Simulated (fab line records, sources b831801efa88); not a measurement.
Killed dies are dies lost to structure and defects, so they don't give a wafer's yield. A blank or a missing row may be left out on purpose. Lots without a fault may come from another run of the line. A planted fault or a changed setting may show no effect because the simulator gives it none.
Chamber matching | flow sky130 | SKY_VIA3_ETCH_15 on rie_diel-03: 4 sister chambers
The step etches SiO2 in C4F8/O2/Ar, stops on TiN, target depth 507 nm, time 78 s. 8 wafers are shown with their chamber, then 8 later ones without.

WAFERS WITH THEIR CHAMBER
wafer  | chamber | oes_product_au (a.u.) | chamber_pressure_mTorr (mTorr)
L660.1 | 1       | 0.945                 | 40.07
L660.6 | 2       | 0.949                 | 39.95
L662.3 | 2       | 0.951                 | 40.01
L662.4 | 0       | 0.952                 | 40.01
L672.2 | 1       | 0.942                 | 40.00
L672.4 | 3       | 0.944                 | 39.96
L672.6 | 0       | 0.943                 | 40.02
L675.1 | 3       | 0.939                 | 40.06

WAFERS WITHOUT THEIR CHAMBER
wafer  | oes_product_au (a.u.) | chamber_pressure_mTorr (mTorr)
L675.2 | 0.952                 | 40.04
L675.6 | 0.951                 | 39.97
L677.3 | 0.945                 | 40.04
L677.4 | 0.947                 | 39.98
L677.5 | 0.940                 | 39.93
L679.4 | 0.948                 | 39.97
L679.5 | 0.950                 | 40.02
L679.6 | 0.943                 | 39.97

WHICH CHAMBER EACH WENT THROUGH
wafer  | from the rows above               | in truth
L675.2 | can't be placed: 0 or 2 or 1 or 3 | 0
L675.6 | can't be placed: 2 or 0           | 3
L677.3 | can't be placed: 1 or 0 or 3 or 2 | 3
L677.4 | can't be placed: 0 or 2 or 1 or 3 | 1
L677.5 | can't be placed: 3 or 1 or 0 or 2 | 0
L679.4 | can't be placed: 2 or 0 or 1 or 3 | 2
L679.5 | can't be placed: 0 or 2 or 1 or 3 | 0
L679.6 | can't be placed: 3 or 1 or 0 or 2 | 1
Placed correctly: 0 of 8. Can't be placed from these rows: 8 (the true chamber is among the candidates in 7). Placed wrongly: 0.
How it was worked out, from the rows above alone: a wafer's distance from a chamber is the root of the sum, over the readings, of the square of ((its reading less the chamber's mean) divided by the reading's scatter). The wafer belongs to the nearest chamber; if the next one is less than 2 further off, it can't be placed. A chamber's mean is the mean of its shown wafers. The scatter: the root of (the sum of the squares of (reading less its chamber's mean) over the shown wafers, divided by (wafers less chambers)).
